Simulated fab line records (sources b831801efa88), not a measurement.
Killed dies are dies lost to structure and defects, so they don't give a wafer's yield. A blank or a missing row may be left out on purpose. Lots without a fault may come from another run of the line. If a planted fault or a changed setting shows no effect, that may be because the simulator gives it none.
What tool caused it? ; flow gf180mcu ; 12 lots, 36 wafers sampled, at 5 steps of a route of 602

WHAT THE GAUGES READ, wafer by wafer
GF_M1_THK_MEAS_06: measures by xrf.
lot;measured;on;M1_ALCU_THK (nm)
L402;day 15 15:05;film metro-03;460 461 463
L404;day 17 13:10;film metro-01;446 451 453
L405;day 17 15:05;film metro-01;457 457 457
L406;day 18 05:40;film metro-03;447 457 441
L407;day 18 17:46;film metro-01;464 466 455
L409;day 18 23:44;film metro-02;464 464 459
L414;day 21 03:19;film metro-02;444 444 455
L417;day 22 04:49;film metro-02;458 451 458
L420;day 23 01:11;film metro-02;456 453 460
L422;day 23 11:52;film metro-02;458 452 462
L423;day 23 23:47;film metro-03;450 455 448
L425;day 24 07:31;film metro-02;457 456 461

GF_V1_THK_MEAS_01.
lot;measured;on;V1_CVD_00_THK (nm)
L402;day 16 14:13;film metro-02;600 589 594
L404;day 18 13:50;film metro-02;594 596 608
L405;day 18 15:41;film metro-03;596 599 595
L406;day 19 07:04;film metro-02;600 591 595
L407;day 19 19:31;film metro-03;584 588 594
L409;day 20 01:23;film metro-02;604 603 597
L414;day 22 04:29;film metro-02;308 305 295
L417;day 23 04:43;film metro-04;311 304 311
L420;day 24 00:32;film metro-04;598 590 598
L422;day 24 10:21;film metro-02;598 595 597
L423;day 24 22:32;film metro-02;595 592 589
L425;day 25 06:15;film metro-02;617 602 614

GF_V1_CD_MEAS_14: the cd target is 260 nm.
lot;measured;on;cd nm (nm)
L402;day 17 13:47;cd sem-01;259.3 261.9 258.7
L404;day 19 15:13;cd sem-02;260.1 258.7 258.9
L405;day 19 16:50;cd sem-01;260.3 259.0 260.2
L406;day 20 08:22;cd sem-02;258.0 259.8 259.3
L407;day 20 21:05;cd sem-01;259.9 260.4 260.1
L409;day 21 02:40;cd sem-01;259.2 259.6 259.4
L414;day 23 04:47;cd sem-01;260.8 260.5 260.0
L417;day 24 03:23;cd sem-01;261.0 260.5 260.8
L420;day 24 23:32;cd sem-02;259.5 258.2 259.4
L422;day 25 08:46;cd sem-01;260.6 260.4 260.1
L423;day 25 20:41;cd sem-02;260.3 260.0 260.8
L425;day 26 03:47;cd sem-02;259.5 260.7 260.6

TOOL THAT RAN EACH LOT (tool first, then ch and the chambers of the sampled wafers, then the start)
lot;GF_CONTACT_ETCH_16;GF_V1_CVD_00
L402;rie diel-03 ch 0,2,3, day 15 13:35;hdpcvd-02 ch 0,1,2, day 16 14:09
L404;rie diel-03 ch 0,1,3, day 17 11:41;hdpcvd-02 ch 0,1,2, day 18 13:46
L405;rie diel-03 ch 0,1,2, day 17 13:35;hdpcvd-02 ch 0,1, day 18 15:36
L406;rie diel-02 ch 1,3, day 18 04:10;hdpcvd-02 ch 0,1, day 19 06:59
L407;rie diel-04 ch 2,3, day 18 16:17;hdpcvd-01 ch 0,1,2, day 19 19:26
L409;rie diel-04 ch 0,1,3, day 18 22:14;hdpcvd-02 ch 0,1,2, day 20 01:17
L414;rie diel-03 ch 0,2,3, day 21 01:47;hdpcvd-01 ch 0,1,2, day 22 04:25
L417;rie diel-04 ch 1,3, day 22 03:20;hdpcvd-01 ch 0,1,2, day 23 04:38
L420;rie diel-04 ch 0,1,3, day 22 23:41;hdpcvd-02 ch 1,2, day 24 00:26
L422;rie diel-03 ch 0,2, day 23 10:23;hdpcvd-02 ch 0,2, day 24 10:16
L423;rie diel-03 ch 0,1, day 23 21:59;hdpcvd-02 ch 0,1, day 24 22:28
L425;rie diel-03 ch 0,3, day 24 05:50;hdpcvd-01 ch 1,2, day 25 06:11
- GF_CONTACT_ETCH_16: etches BARC in N2/H2.
- GF_V1_CVD_00: deposits SiO2, target thk 600 nm, time 100 s.

AS READ BY THE TOOLS THEMSELVES (means over the sampled wafers that have a number; for cases with no such wafer, the mark the record gives instead)
GF_CONTACT_ETCH_16.
lot;tool;drypump motor current A (A);oes product au (a.u.);throttle valve pct (%)
L402;rie diel-03;5.3;0.852;13.232
L404;rie diel-03;5.7;0.856;13.224
L405;rie diel-03;5.5;0.853;13.227
L406;rie diel-02;5.3;0.855;13.233
L407;rie diel-04;5.7;0.853;13.223
L409;rie diel-04;5.5;0.851;13.221
L414;rie diel-03;5.3;0.852;13.229
L417;rie diel-04;5.3;0.857;13.234
L420;rie diel-04;5.4;0.856;13.231
L422;rie diel-03;5.0;0.853;13.223
L423;rie diel-03;5.4;0.854;13.218
L425;rie diel-03;5.6;0.852;13.224

GF_V1_CVD_00.
lot;tool;sih4 flow sccm (sccm)
L402;hdpcvd-02;59.87
L404;hdpcvd-02;60.03
L405;hdpcvd-02;60.08
L406;hdpcvd-02;60.04
L407;hdpcvd-01;60.21
L409;hdpcvd-02;60.05
L414;hdpcvd-01;30.01
L417;hdpcvd-01;29.79
L420;hdpcvd-02;59.99
L422;hdpcvd-02;59.85
L423;hdpcvd-02;59.96
L425;hdpcvd-01;60.16

THE ANSWER, worked out from the rows above alone
Rule: usual is defined by the lots themselves. Put in order of their means at a reading, lots are off if they are a third of the lots or fewer, leave a main group of 4 or more, and stand apart from it by a gap of 3 or more times the standard deviation of the main group's means; of several such gaps the widest counts. The tables above print the reading to a certain number of digits; a main group whose means all agree to those digits is not used. Also off: a lot with no number at a reading for which 4 or more lots have one. The other lots that the step has rows for count as sound. The gauges are gone through in route order, then the tools' own readings, and for those a lot's mean is taken as printed above. The first step at which some lot is off is used, and at that step the reading that is off furthest; a lot without a number counts as furthest.
Off: at GF_V1_THK_MEAS_01 (V1_CVD_00_THK), L414, L417. The main group: mean 597 nm, standard deviation 5.7.
If a tool, at a process step before that reading, ran all the lots that are off and no sound lot after the first of them, it fits. Not tried: the gauges at GF_V1_THK_MEAS_01; whatever is off there is also off at GF_V1_CVD_00, on other tools, and gauge error can't account for it. Not one of the candidates tried fits.

WHAT WAS PUT IN BY THE SIMULATOR
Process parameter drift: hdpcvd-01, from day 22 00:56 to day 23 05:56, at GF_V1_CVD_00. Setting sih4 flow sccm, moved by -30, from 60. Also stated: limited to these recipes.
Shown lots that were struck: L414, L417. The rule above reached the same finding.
